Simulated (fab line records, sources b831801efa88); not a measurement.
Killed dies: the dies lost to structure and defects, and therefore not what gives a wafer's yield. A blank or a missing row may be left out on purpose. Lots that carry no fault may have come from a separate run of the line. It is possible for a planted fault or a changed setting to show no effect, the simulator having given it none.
Code-filled problem report in 8D (eight disciplines) form -- flow gf180mcu -- the parts of the form that need people (team, actions taken, sign-off) are left out

## 1. THE PROBLEM
cathode_dc_power_W at GF_M3_SPUTTER_04 reads a mean of 6027.8 W on 1 wafer of 1 lot; wafers without a fault read 6500.1 W with a standard deviation of 1.3. So: -99 or more standard deviations from the usual mean.
The step: material TiN, target thk 50 nm, time 41.7 s.
Earliest sighting: wafer L761.5 on pvd_sputter-03 at day 26 00:18. The record holds 15 wafers of 5 lots with a number at this step. The rule behind "out" and "out of limits": a value lying over 4 standard deviations away from the usual mean. All remaining wafers that have a number are taken as sound.

## 2. WHAT IT IS, WHAT IT ISN'T
question,is,is not
which readings at this step,cathode_dc_power_W,throttle_valve_pct
which lots,L761,"L750, L754, L764, L766"
which wafers of those lots,L761.5,"L761.3, L761.6"
read on which tools,pvd_sputter-03,"pvd_sputter-01, pvd_sputter-04"
when,from day 26 00:18,"up to then (8 sound wafers); but 6 sound wafers of L764, L766 came after"

## 3. THE SUSPECTS, EACH WITH WHAT RULES IT OUT
Counting: any tool at a process step up to the reading remains a suspect provided it ran every lot that is out. Sound lots after the first of them don't rule it out here, since some wafers of a struck lot are sound.
- pvd_sputter-04 at GF_V2_SPUTTER_21 (material Ti, target thk 15 nm, time 80.02 s): kept. It ran the lot that is out, L761 (day 25 23:26).
- pvd_sputter-04 at GF_V2_SPUTTER_22 (material TiN, target thk 10 nm, time 40 s): kept. It ran the lot that is out, L761 (day 25 23:29).
- cvd_w-02 at GF_V2_CVD_23 (deposits W, target thk 350 nm, time 104.94 s): kept. It ran the lot that is out, L761 (day 25 23:34).
- pvd_sputter-03 at GF_M3_SPUTTER_03 (material Ti, target thk 10 nm, time 6.7 s): kept. It processed L761, the lot that is out, at day 26 00:17, and its most recent sound lot before then was L754 at day 23 14:47.
- pvd_sputter-03 at GF_M3_SPUTTER_04 (material TiN, target thk 50 nm, time 41.7 s): kept. It processed L761, the lot that is out, at day 26 00:18, and its most recent sound lot before then was L754 at day 23 14:48. On those wafers its own readings are out: cathode_dc_power_W.
Left after counting: pvd_sputter-04 at GF_V2_SPUTTER_21, pvd_sputter-04 at GF_V2_SPUTTER_22, cvd_w-02 at GF_V2_CVD_23, pvd_sputter-03 at GF_M3_SPUTTER_03, pvd_sputter-03 at GF_M3_SPUTTER_04.

## 4. THE CAUSE (what the simulator had put in)
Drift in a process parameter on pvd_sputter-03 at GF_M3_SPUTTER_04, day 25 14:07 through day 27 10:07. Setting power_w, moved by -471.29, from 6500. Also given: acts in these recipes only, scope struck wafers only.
Counting left 5 suspects, and this tool is among them.

## 5. THE CHAIN OF EFFECTS, in route order
One row per reading whose mean, taken over the struck wafers that have a number, lies over 3 standard deviations from the usual. Only readings whose record carries a usual standard deviation are examined. hours: median over the lots of the time between each lot's start at the first step of this table that gives one and its start at this step. sigmas: the change, counted in usual standard deviations.
hours,step,reading,usual,on struck wafers,change,sigmas
0,GF_M3_SPUTTER_04,cathode_dc_power_W,6500.1 W,6027.8,-472.3,-99 or more
It contains these process steps:
- GF_M3_SPUTTER_04: material TiN, target thk 50 nm, time 41.7 s.
At these later measuring or inspecting steps, every struck wafer for which the step has a row has a number for every such reading, and none has moved that far: GF_M3_RS_MEAS_05, GF_M3_THK_MEAS_06, GF_M3_CD_MEAS_14, GF_M3_OVL_MEAS_15, GF_V3_THK_MEAS_01, GF_V3_THK_MEAS_03, GF_V3_BOW_MEAS_05.

## 6. WHAT WOULD HAVE CAUGHT IT SOONER
The fault began at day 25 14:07; the first out-of-limits reading in this record came at day 26 00:18, 10 hours later.
